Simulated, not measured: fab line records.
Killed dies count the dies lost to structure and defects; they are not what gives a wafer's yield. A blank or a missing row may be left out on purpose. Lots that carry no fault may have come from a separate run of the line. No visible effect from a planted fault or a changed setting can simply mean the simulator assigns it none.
What tool caused it? ; flow sky130 ; 6 lots, 18 wafers sampled, at 2 steps of a route of 708

## WHAT THE GAUGES READ, wafer by wafer
SKY_VT_ADJUST_HVTP_CD_MEAS_07: the cd target is 380 nm.
lot;measured;on;cd nm (nm)
L850;day 7 03:09;cd sem-01;380 379 383
L854;day 8 07:57;cd sem-02;- - -
L856;day 8 15:51;cd sem-01;382 379 380
L865;day 10 23:05;cd sem-02;378 377 374
L867;day 11 13:39;cd sem-01;383 385 384
L869;day 12 04:17;cd sem-01;376 379 375

## WHICH TOOL RAN EACH LOT (tool, then ch and the chambers of the sampled wafers, then the start)
lot;SKY_VT_ADJUST_HVTP_EXPOSE_04
L850;iline stepper-01 ch 0, day 6 17:23
L854;iline stepper-02 ch 0, day 7 22:05
L856;iline stepper-01 ch 0, day 8 06:28
L865;iline stepper-02 ch 0, day 10 12:25
L867;iline stepper-02 ch 0, day 11 02:44
L869;iline stepper-01 ch 0, day 11 15:47
- SKY_VT_ADJUST_HVTP_EXPOSE_04: exposes mask HVTPM, target cd 380 nm.

## THE ANSWER, worked out from the rows above alone
Rule: usual is defined by the lots themselves. Put in order of their means at a reading, lots are off if they are a third of the lots or fewer, leave a main group of 4 or more, and stand apart from it by a gap of 3 or more times the standard deviation of the main group's means; of several such gaps the widest counts. The tables above print the reading to a certain number of digits; a main group whose means all agree to those digits is not used. A lot without any number at a reading at which 4 lots or more have one is off too. Any other lot the step has rows for is counted as sound.
Off: L854, at SKY_VT_ADJUST_HVTP_CD_MEAS_07 (cd nm). Without a number there: L854. Mean 380 nm and standard deviation 2.8 in the main group.
If a tool, at a process step before that reading, ran all the lots that are off and no sound lot after the first of them, it fits. Gauges at SKY_VT_ADJUST_HVTP_CD_MEAS_07: tried the same way as those tools. No candidate that was tried fits.

## WHAT HAD BEEN PUT IN BY THE SIMULATOR
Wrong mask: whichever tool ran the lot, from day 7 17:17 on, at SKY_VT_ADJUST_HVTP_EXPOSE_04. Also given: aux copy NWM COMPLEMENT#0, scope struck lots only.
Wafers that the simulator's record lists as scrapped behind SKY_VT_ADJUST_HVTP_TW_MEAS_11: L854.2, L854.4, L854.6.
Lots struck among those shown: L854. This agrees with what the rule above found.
